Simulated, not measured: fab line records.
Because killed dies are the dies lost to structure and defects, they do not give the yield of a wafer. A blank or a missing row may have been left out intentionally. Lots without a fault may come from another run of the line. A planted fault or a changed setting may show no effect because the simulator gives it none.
fab line records	flow sfqLine
record: lots: 6	wafers: 18	lastDay: 94
route steps=325 shown JJ@197 M5@198 A5B@209 R5@212 I5@228 M8@325
lots untouched by any fault: they come from a run of this same line in which no faults occurred
startH: hours from the record's opening day to when the first of the lot's shown wafers began	waitH: time in hours since the lot's previous step	" unchanged from the row above	L1.1+2: a single row standing in for several wafers	- either no value or no given start	* or withheld: withheld	< > ~ a bound
route shown NAME@n: a module of which the file shows steps, and the number in the route of the first	usual: mean/standard deviation taken from wafers without a fault	same: alike in all rows	chamber/n: place in a boat	sites: readings site by site	_std_site: the standard deviation of these	_edge_site: outer sites' mean less inner sites'	radiusMm: for every site, how far away it sits from the centre of the wafer	mask NAME#n: copy n	behind: the most recent tool/chamber to have shaped the wafer	hold: why the lot went on hold/how many hours it stayed there/how the hold came to an end	device: names the non-switching transistor (n, p or np)	end of line: the same wafers' tests at the end of the route	step lacking rows: just its recipe	killed: the dies lost at the first sort to structure and to defects; this is not the yield of the wafer	map: dies across one wafer; x = killed, . = not, _ = none there
set.NAME: setting as actually run; set.NAME@STEP: the setting as run at that earlier step	model.NAME: the simulator's own value behind a step, which no gauge read
a table for each step, a row for each wafer; lots at some steps of the route
services: when a tool's chamber went out of use (startH, in hours from the record's first day, below 0 if earlier), for how many hours, and the reason
== steps ==
step: SFQ_TRILAYER_JJ_CE_STRIP_SOLV_CLEAN_121
recipe: chemistry: NMP	tempC: 70	timeS: 600
step: SFQ_TRILAYER_M5_LITHO_COAT_128
recipe: resist: BARC	spinRpm: 3000	resistThkNm: 62
step: SFQ_TRILAYER_M5_LITHO_COAT_123
recipe: resist: KrF	spinRpm: 3000	resistThkNm: 600
step: SFQ_TRILAYER_M5_LITHO_SOFTBAKE_127
recipe: tempC: withheld	timeS: withheld	resist: KrF
step: SFQ_TRILAYER_M5_LITHO_EXPOSE_124
recipe: maskId: M5	na: 0.6	sourceShape: conventional	sigmaOuter: 0.65	targetCdNm: 700	doseMj: 14.4
step: SFQ_TRILAYER_M5_LITHO_PEB_126
recipe: pebTempC: 115	pebTimeS: 60	resist: KrF
step: SFQ_TRILAYER_M5_LITHO_DEVELOP_125
recipe: timeS: 60	resist: KrF
step: SFQ_M5_OVL_MEAS_932
usual: M5_OVL: 0/5.6
lot.wafer	tool	chamber	startH	waitH	M5_OVL[nm]
L552.1	overlay-02	-	1609.74	0.1	-6
L552.3	"	-	"	"	5
L552.5	"	-	"	"	-3
L553.3	overlay-02	-	1614.55	0.1	-3
L553.4	"	-	"	"	-2
L553.5	"	-	"	"	1
L555.3	overlay-01	-	1620.55	0.1	-11
L555.4	"	-	"	"	-14
L555.5	"	-	"	"	-6
L560.3	overlay-02	-	1734.52	0.1	-5
L560.4	"	-	"	"	-11
L560.6	"	-	"	"	-5
L561.1	overlay-02	-	1736.90	0.1	-4
L561.3	"	-	"	"	-4
L561.5	"	-	"	"	-7
L562.1	overlay-02	-	1750.10	0.1	6
L562.5	"	-	"	"	5
L562.6	"	-	"	"	0
step: SFQ_TRILAYER_M5_BARC_OPEN_METAL_ETCH_161
recipe: maskMaterial: PR	chemistry: O2	targetDepthNm: 125	target: BARC	icpW: 600	biasW: 80	pressureMtorr: 10	timeS: 41.7
usual: chamberPressureMTorr: 10.002/0.009	drypumpMotorCurrentA: 5.9/0.36	oesProductAu: 0.685/0.005
lot.wafer	tool	chamber	startH	waitH	chamberPressureMTorr	drypumpMotorCurrentA	oesProductAu	rfHoursCounterH
L552.1	rieMetal-02	1	1609.78	0.0	10.012	6.2	0.681	13
L552.3	"	0	"	"	10.000	5.4	0.686	-
L552.5	"	1	"	"	9.999	6.3	0.689	-
L553.3	rieMetal-02	0	1614.60	0.0	10.001	5.4	0.690	-
L553.4	"	1	"	"	10.009	6.3	0.673	-
L553.5	"	1	"	"	10.014	6.3	0.676	-
L555.3	rieMetal-01	0	1620.60	0.0	10.014	5.9	0.687	-
L555.4	"	1	"	"	9.984	5.4	0.687	-
L555.5	"	0	"	"	10.009	5.9	0.682	-
L560.3	rieMetal-01	1	1734.56	0.0	10.007	5.5	0.682	-
L560.4	"	0	"	"	10.001	5.9	0.690	-
L560.6	"	1	"	"	10.013	5.4	0.691	-
L561.1	rieMetal-04	0	1736.94	0.0	10.018	6.2	0.680	99
L561.3	"	0	"	"	9.994	6.3	0.688	-
L561.5	"	1	"	"	9.988	6.1	0.683	-
L562.1	rieMetal-01	0	1750.14	0.0	10.002	5.9	0.686	94
L562.5	"	0	"	"	9.999	5.9	0.698	-
L562.6	"	1	"	"	10.013	5.4	0.690	-
step: SFQ_TRILAYER_M5_ETCH_METAL_ETCH_126
recipe: target: Nb	stopOn: SiO2	maskMaterial: PR	overEtchFrac: 0.15	timeS: 203.2	chemistry: Cl2/BCl3	targetDepthNm: 265	icpW: 600	biasW: 80	pressureMtorr: 10
usual: chamberPressureMTorr: 10.000/0.0088	drypumpMotorCurrentA: 5.9/0.36	oesProductAu: 0.728/0.0063
lot.wafer	tool	chamber	startH	waitH	chamberPressureMTorr	drypumpMotorCurrentA	oesProductAu	rfHoursCounterH
L552.1	rieMetal-02	1	1609.84	0.0	9.996	6.2	0.723	13
L552.3	"	0	"	"	9.987	5.4	0.733	-
L552.5	"	1	"	"	9.996	6.2	0.723	-
L553.3	rieMetal-02	0	1614.70	0.1	9.996	5.4	0.729	-
L553.4	"	1	"	"	10.009	6.2	0.730	-
L553.5	"	1	"	"	10.003	6.3	0.724	-
L555.3	rieMetal-01	0	1620.70	0.1	10.002	5.9	0.723	-
L555.4	"	1	"	"	9.998	5.5	0.730	-
L555.5	"	0	"	"	9.996	5.9	0.733	-
L560.3	rieMetal-01	1	1734.66	0.1	10.006	5.4	0.718	-
L560.4	"	0	"	"	10.005	5.9	0.726	-
L560.6	"	1	"	"	10.002	5.5	0.721	-
L561.1	rieMetal-04	0	1737.00	0.0	9.998	6.2	0.732	99
L561.3	"	0	"	"	9.992	6.2	0.730	-
L561.5	"	1	"	"	9.988	6.1	0.727	-
L562.1	rieMetal-01	0	1750.20	0.0	9.991	5.9	0.737	94
L562.5	"	0	"	"	10.014	5.9	0.728	-
L562.6	"	1	"	"	9.993	5.5	0.731	-
step: SFQ_TRILAYER_M5_STRIP_STRIP_127
recipe: gas: O2	powerW: 200	platenTempC: 40	overashFraction: 0.65	chemistry: O2	pressureMtorr: 50
usual: chamberPressureMTorr: 49.99/0.047	drypumpMotorCurrentA: 5.9/0.36	oesProductAu: 1.004/0.0086
lot.wafer	tool	chamber	startH	waitH	chamberPressureMTorr	drypumpMotorCurrentA	oesProductAu	rfHoursCounterH
L552.1	rieMetal-02	1	1610.03	0.1	49.94	6.3	1.000	13
L552.3	"	0	"	"	49.97	5.4	1.025	-
L552.5	"	1	"	"	50.01	6.3	0.997	-
L553.3	rieMetal-02	0	1615.03	0.3	50.00	5.4	1.011	-
L553.4	"	1	"	"	50.10	6.2	0.999	-
L553.5	"	1	"	"	50.05	6.2	0.999	-
L555.3	rieMetal-01	0	1621.03	0.3	50.00	5.9	1.001	-
L555.4	"	1	"	"	49.96	5.4	0.996	-
L555.5	"	0	"	"	49.95	5.8	0.999	-
L560.3	rieMetal-01	1	1734.99	0.3	49.94	5.5	0.999	-
L560.4	"	0	"	"	50.05	5.8	1.005	-
L560.6	"	1	"	"	49.94	5.5	1.011	-
L561.1	rieMetal-04	0	1737.19	0.1	49.99	6.2	1.004	99
L561.3	"	0	"	"	49.95	6.2	0.999	-
L561.5	"	1	"	"	49.95	6.1	1.010	-
L562.1	rieMetal-01	0	1750.39	0.1	49.94	5.9	0.997	94
L562.5	"	0	"	"	49.95	5.9	1.011	-
L562.6	"	1	"	"	50.02	5.4	1.003	-
step: SFQ_TRILAYER_M5_STRIP_SOLV_CLEAN_128
recipe: chemistry: NMP	tempC: 70	timeS: 600
step: SFQ_TRILAYER_A5B_DEP_PECVD_129
recipe: material: SiO2	tempC: 150	timeS: 133.33	pressureTorr: 2.4	rfW: 183.3	precursor: SiH4/N2O	targetThkNm: 600
usual: chamberPressureTorr: 2.399/0.0046	heaterPowerOuterW: 27/9.6	heaterPowerW: 79/14	throttleValvePct: 24.9/1.3
lot.wafer	tool	chamber	startH	waitH	chamberPressureTorr	heaterPowerOuterW	heaterPowerW	throttleValvePct
L552.1	pecvd-01	0	1610.98	0.0	-	-	-	-
L552.3	"	2	"	"	-	-	-	-
L552.5	"	2	"	"	-	-	-	-
L553.3	pecvd-04	0	1615.60	0.0	-	-	-	-
L553.4	"	1	"	"	-	-	-	-
L553.5	"	0	"	"	-	-	-	-
L555.3	pecvd-03	2	1621.60	0.0	2.397	9	46	26.0
L555.4	"	1	"	"	2.403	35	92	24.9
L555.5	"	0	"	"	2.407	29	82	24.4
L560.3	pecvd-03	1	1735.74	0.0	2.395	35	89	24.9
L560.4	"	0	"	"	2.397	29	81	24.7
L560.6	"	2	"	"	2.401	8	46	26.9
L561.1	pecvd-04	2	1738.14	0.0	2.407	21	70	23.4
L561.3	"	0	"	"	2.401	32	82	22.8
L561.5	"	0	"	"	2.397	35	86	23.0
L562.1	pecvd-04	1	1751.17	0.0	2.398	32	90	22.7
L562.5	"	1	"	"	2.398	36	97	22.7
L562.6	"	0	"	"	2.393	32	82	22.7
step: SFQ_TRILAYER_A5B_CMP_CMP_130
recipe: stopOn: Nb	downForcePsi: 3	platenRpm: 60	targetThkNm: 340.7
usual: motorCurrentA: 10.0/0.95
lot.wafer	tool	chamber	startH	waitH	motorCurrentA
L552.3	cmp-02	1	1611.57	0.5	8.9
L552.1	"	2	"	"	8.7
L552.5	"	0	1613.07	2.0	9.8
L553.3	cmp-01	2	1616.70	1.0	9.6
L553.4	"	3	"	"	9.1
L553.5	"	1	1618.20	2.5	10.8
L555.4	cmp-01	0	1622.20	0.5	10.8
L555.3	"	1	"	"	11.4
L555.5	"	0	1624.20	2.5	10.8
L560.3	cmp-01	3	1736.83	1.0	9.6
L560.4	"	0	"	"	10.8
L560.6	"	2	1738.33	2.5	9.8
L561.1	cmp-02	1	1738.23	0.0	8.8
L561.3	"	2	"	"	8.9
L561.5	"	1	1740.23	2.0	8.9
L562.1	cmp-01	0	1751.76	0.5	10.7
L562.5	"	3	1753.26	2.0	9.2
L562.6	"	0	"	"	10.8
step: SFQ_TRILAYER_A5B_METRO_MEASURE_131
lot.wafer	tool	chamber	startH	waitH
L552.1+3+5	filmMetro-02	-	1614.07	1.5
L553.3+4+5	filmMetro-01	-	1619.10	1.9
L555.3+4+5	filmMetro-04	-	1625.10	1.9
L560.3+4+6	filmMetro-02	-	1739.23	1.9
L561.1+3+5	filmMetro-04	-	1741.23	2.5
L562.1+5+6	filmMetro-04	-	1754.26	2.0
step: SFQ_TRILAYER_R5_DEP_SPUTTER_132
recipe: material: Ti	basePressurePa: 1.33e-06	targetThkNm: 5	powerW: 2000	timeS: 5	chamberPressurePa: 0.4
step: SFQ_TRILAYER_R5_DEP_SPUTTER_133
recipe: material: MoNx	basePressurePa: 1.33e-06	targetThkNm: 40	powerW: 1000	timeS: 66.7	chamberPressurePa: 0.4
step: SFQ_TRILAYER_R5_DEP_SPUTTER_134
recipe: material: Ti	basePressurePa: 1.33e-06	targetThkNm: 5	powerW: 2000	timeS: 5	chamberPressurePa: 0.4
step: SFQ_R5_RS_MEAS_933
recipe: thkMeasGauge: four-point-probe	reads: Ti_of_TRILAYER_R5_DEP_SPUTTER_134+MoNx_of_TRILAYER_R5_DEP_SPUTTER_133+Ti_of_TRILAYER_R5_DEP_SPUTTER_132
usual: R5_MONX_RS: 7.06/0.076
lot.wafer	tool	chamber	startH	waitH	R5_MONX_RS[ohm/sq]
L552.1	filmMetro-04	-	1615.36	0.0	6.88
L552.3	"	-	"	"	6.96
L552.5	"	-	"	"	7.02
L553.3	filmMetro-02	-	1620.03	0.0	7.00
L553.4	"	-	"	"	6.95
L553.5	"	-	"	"	7.06
L555.3	filmMetro-02	-	1626.03	0.0	7.15
L555.4	"	-	"	"	7.07
L555.5	"	-	"	"	7.17
L560.3	filmMetro-03	-	1740.17	0.0	7.18
L560.4	"	-	"	"	7.20
L560.6	"	-	"	"	7.15
L561.1	filmMetro-02	-	1742.53	0.0	7.00
L561.3	"	-	"	"	6.94
L561.5	"	-	"	"	6.98
L562.1	filmMetro-03	-	1755.55	0.0	6.99
L562.5	"	-	"	"	6.98
L562.6	"	-	"	"	6.99
step: SFQ_R5_THK_MEAS_934
recipe: thkMeasGauge: xrf	reads: MoNx_of_TRILAYER_R5_DEP_SPUTTER_133
usual: R5_MONX_THK: 39.6/0.53
lot.wafer	tool	chamber	startH	waitH	R5_MONX_THK[nm]
L552.1	filmMetro-04	-	1615.48	0.1	40.4
L552.3	"	-	"	"	39.8
L552.5	"	-	"	"	39.6
L553.3	filmMetro-02	-	1620.13	0.1	39.5
L553.4	"	-	"	"	39.7
L553.5	"	-	"	"	39.6
L555.3	filmMetro-02	-	1626.13	0.1	39.0
L555.4	"	-	"	"	39.3
L555.5	"	-	"	"	38.8
L560.3	filmMetro-03	-	1740.27	0.1	39.3
L560.4	"	-	"	"	38.9
L560.6	"	-	"	"	39.1
L561.1	filmMetro-02	-	1742.65	0.1	39.7
L561.3	"	-	"	"	40.1
L561.5	"	-	"	"	39.8
L562.1	filmMetro-03	-	1755.67	0.1	40.3
L562.5	"	-	"	"	40.3
L562.6	"	-	"	"	40.1
step: SFQ_TRILAYER_R5_LITHO_COAT_141
recipe: resist: BARC	spinRpm: 3000	resistThkNm: 62
step: SFQ_TRILAYER_R5_LITHO_COAT_136
recipe: resist: KrF	spinRpm: 3000	resistThkNm: 600
step: SFQ_TRILAYER_R5_LITHO_SOFTBAKE_140
recipe: tempC: withheld	timeS: withheld	resist: KrF
step: SFQ_TRILAYER_R5_LITHO_EXPOSE_137
recipe: maskId: R5	na: 0.6	sourceShape: conventional	sigmaOuter: 0.65	targetCdNm: 500	doseMj: 14.4
step: SFQ_TRILAYER_R5_LITHO_PEB_139
recipe: pebTempC: 115	pebTimeS: 60	resist: KrF
step: SFQ_TRILAYER_R5_LITHO_DEVELOP_138
recipe: timeS: 60	resist: KrF
step: SFQ_R5_OVL_MEAS_935
usual: R5_OVL: 2/5.7
lot.wafer	tool	chamber	startH	waitH	R5_OVL[nm]
L552.1	overlay-02	-	1732.10	0.1	0
L552.3	"	-	"	"	-4
L552.5	"	-	"	"	0
L553.3	overlay-02	-	1735.72	0.1	-4
L553.4	"	-	"	"	7
L553.5	"	-	"	"	2
L555.3	overlay-02	-	1741.72	0.1	0
L555.4	"	-	"	"	1
L555.5	"	-	"	"	-4
L560.3	overlay-02	-	1753.85	0.1	-13
L560.4	"	-	"	"	-4
L560.6	"	-	"	"	-6
L561.1	overlay-02	-	1756.24	0.1	11
L561.3	"	-	"	"	8
L561.5	"	-	"	"	13
L562.1	overlay-02	-	1773.04	0.1	2
L562.5	"	-	"	"	1
L562.6	"	-	"	"	0
step: SFQ_TRILAYER_R5_BARC_OPEN_METAL_ETCH_177
recipe: maskMaterial: PR	chemistry: O2	targetDepthNm: 125	target: BARC	icpW: 600	biasW: 80	pressureMtorr: 10	timeS: 41.7
step: SFQ_TRILAYER_R5_ETCH_METAL_ETCH_139
recipe: stopOn: SiO2	maskMaterial: PR	chemistry: Cl2	targetDepthNm: 60	icpW: 600	biasW: 80	pressureMtorr: 10	timeS: 40
usual: chamberPressureMTorr: 9.999/0.0093	drypumpMotorCurrentA: 5.7/0.42	oesProductAu: 0.991/0.0054
lot.wafer	tool	chamber	startH	waitH	chamberPressureMTorr	drypumpMotorCurrentA	oesProductAu	rfHoursCounterH
L552.1	rieMetal-04	1	1732.20	0.0	9.997	6.0	0.987	119
L552.3	"	0	"	"	10.017	6.2	1.001	-
L552.5	"	1	"	"	10.000	6.0	0.989	-
L553.3	rieMetal-02	1	1735.82	0.0	9.998	6.3	0.995	-
L553.4	"	0	"	"	9.993	5.4	0.992	-
L553.5	"	0	"	"	10.010	5.4	0.988	-
L555.3	rieMetal-02	1	1741.82	0.0	9.998	6.3	0.987	-
L555.4	"	0	"	"	10.005	5.4	0.987	-
L555.5	"	0	"	"	10.005	5.4	0.991	-
L560.3	rieMetal-03	0	1753.95	0.0	10.003	5.4	0.986	-
L560.4	"	1	"	"	9.997	5.3	0.990	-
L560.6	"	0	"	"	10.015	5.4	0.993	-
L561.1	rieMetal-02	0	1756.33	0.0	10.000	5.4	0.994	92
L561.3	"	0	"	"	9.987	5.4	0.993	-
L561.5	"	0	"	"	9.991	5.4	0.980	-
L562.1	rieMetal-03	0	1773.13	0.0	10.000	5.4	0.989	73
L562.5	"	1	"	"	10.000	5.3	0.988	-
L562.6	"	0	"	"	10.015	5.3	0.992	-
step: SFQ_TRILAYER_R5_STRIP_STRIP_140
recipe: gas: O2	powerW: 200	platenTempC: 40	overashFraction: 0.65	chemistry: O2	pressureMtorr: 50
step: SFQ_TRILAYER_R5_STRIP_SOLV_CLEAN_141
recipe: chemistry: NMP	tempC: 70	timeS: 600
step: SFQ_TRILAYER_A5C_DEP_PECVD_142
recipe: material: SiO2	tempC: 150	timeS: 15.556	pressureTorr: 2.4	rfW: 183.3	precursor: SiH4/N2O	targetThkNm: 70
step: SFQ_TRILAYER_I5_LITHO_COAT_149
recipe: resist: BARC	spinRpm: 3000	resistThkNm: 62
step: SFQ_TRILAYER_I5_LITHO_COAT_144
recipe: resist: KrF	spinRpm: 3000	resistThkNm: 650
step: SFQ_TRILAYER_I5_LITHO_SOFTBAKE_148
recipe: tempC: withheld	timeS: withheld	resist: KrF
step: SFQ_TRILAYER_I5_LITHO_EXPOSE_145
recipe: maskId: I5	na: 0.6	sourceShape: conventional	sigmaOuter: 0.65	targetCdNm: 700	doseMj: 21.3
step: SFQ_TRILAYER_I5_LITHO_PEB_147
recipe: pebTempC: 115	pebTimeS: 60	resist: KrF
step: SFQ_TRILAYER_I5_LITHO_DEVELOP_146
recipe: timeS: 60	resist: KrF
step: SFQ_I5_OVL_MEAS_936
usual: I5_OVL: -2/5.4
lot.wafer	tool	chamber	startH	waitH	I5_OVL[nm]
L552.1	overlay-01	-	1749.04	0.1	8
L552.3	"	-	"	"	2
L552.5	"	-	"	"	-6
L553.3	overlay-01	-	1750.37	0.1	11
L553.4	"	-	"	"	4
L553.5	"	-	"	"	4
L555.3	overlay-02	-	1755.05	0.1	-2
L555.4	"	-	"	"	-7
L555.5	"	-	"	"	-9
L560.3	overlay-02	-	1771.85	0.1	3
L560.4	"	-	"	"	1
L560.6	"	-	"	"	-2
L561.1	overlay-02	-	1774.24	0.1	-3
L561.3	"	-	"	"	-10
L561.5	"	-	"	"	-3
L562.1	overlay-02	-	1792.04	0.1	-3
L562.5	"	-	"	"	-7
L562.6	"	-	"	"	6
step: SFQ_TRILAYER_I5_BARC_OPEN_VIA_ETCH_200
recipe: maskMaterial: PR	chemistry: O2	targetDepthNm: 125	target: BARC	sourceW: 500	biasW: 80	pressureMtorr: 30	timeS: 41.7
step: SFQ_TRILAYER_I5_ETCH_VIA_ETCH_147
recipe: stopOn: Nb	maskMaterial: PR	chemistry: CHF3	targetDepthNm: 360	sourceW: 500	biasW: 80	pressureMtorr: 30	timeS: withheld
step: SFQ_TRILAYER_I5_STRIP_STRIP_148
recipe: gas: O2	powerW: 200	platenTempC: 40	overashFraction: 0.65	chemistry: O2	pressureMtorr: 50
step: SFQ_M8_BOW_MEAS_951
recipe: mode: bow
usual: M8_BOW: 8/12
lot.wafer	tool	chamber	startH	waitH	M8_BOW[um]	model.etest.i5.linkOhm
L552.1	filmMetro-03	-	2125.15	0.0	-1	2.12
L552.3	"	-	"	"	0	2.109
L552.5	"	-	"	"	-13	2.104
L553.3	filmMetro-01	-	2128.48	0.0	22	2.138
L553.4	"	-	"	"	17	2.099
L553.5	"	-	"	"	14	2.114
L555.3	filmMetro-03	-	2135.20	0.0	14	2.274
L555.4	"	-	"	"	21	2.265
L555.5	"	-	"	"	0	2.269
L560.3	filmMetro-01	-	2235.06	0.0	9	2.265
L560.4	"	-	"	"	23	2.274
L560.6	"	-	"	"	29	2.275
L561.1	filmMetro-03	-	2244.62	0.0	14	2.27
L561.3	"	-	"	"	4	2.279
L561.5	"	-	"	"	13	2.268
L562.1	filmMetro-03	-	2267.83	0.0	14	2.265
L562.5	"	-	"	"	23	2.285
L562.6	"	-	"	"	16	2.281
== services ==
tool	chamber	startH	hours	kind
cmp-01	-	1610.15	4.0	pm
cmp-02	-	1617.63	1.4	repair
cmp-02	-	1639.55	2.1	repair
rieMetal-03	0	1642.64	11.3	repair
filmMetro-04	-	1643.08	0.6	pm
filmMetro-02	-	1654.33	0.9	pm
cmp-01	-	1657.27	1.5	repair
filmMetro-02	-	1662.85	1.4	pm
pecvd-03	2	1667.63	18.6	repair
pecvd-04	-	1669.32	0.3	repair
pecvd-04	-	1686.25	14.0	pm
cmp-01	-	1696.41	0.2	repair
rieMetal-01	-	1697.98	1.4	pm
cmp-01	-	1715.98	3.4	pm
filmMetro-04	-	1718.16	2.0	pm
rieMetal-02	1	1724.98	5.9	repair
rieMetal-03	1	1740.91	10.2	repair
cmp-01	-	1748.65	1.2	repair
filmMetro-04	-	1748.77	0.6	pm
cmp-01	-	1749.81	0.7	repair
pecvd-04	2	1753.22	4.1	repair
rieMetal-01	1	1755.90	3.2	repair
pecvd-04	1	1761.19	16.4	repair
cmp-01	-	1762.65	0.4	repair
== key ==
firstSign: step: SFQ_TRILAYER_A5B_DEP_PECVD_129	reading: toolRecord	direction: missing
effect none on later readings
modelEffect: step: SFQ_M8_BOW_MEAS_951	value: etest.i5.linkOhm	without: 2.276	struck: 2.114
metAt SFQ_TRILAYER_A5B_DEP_PECVD_129
struckWafers L552.1,L552.3,L552.5,L553.3,L553.4,L553.5
fault: kind: skippedStepWhole	tool: pecvd-01,pecvd-04	chamber: -	onsetH: 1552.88	steps: SFQ_TRILAYER_A5B_DEP_PECVD_129	scope: struckLotsOnly
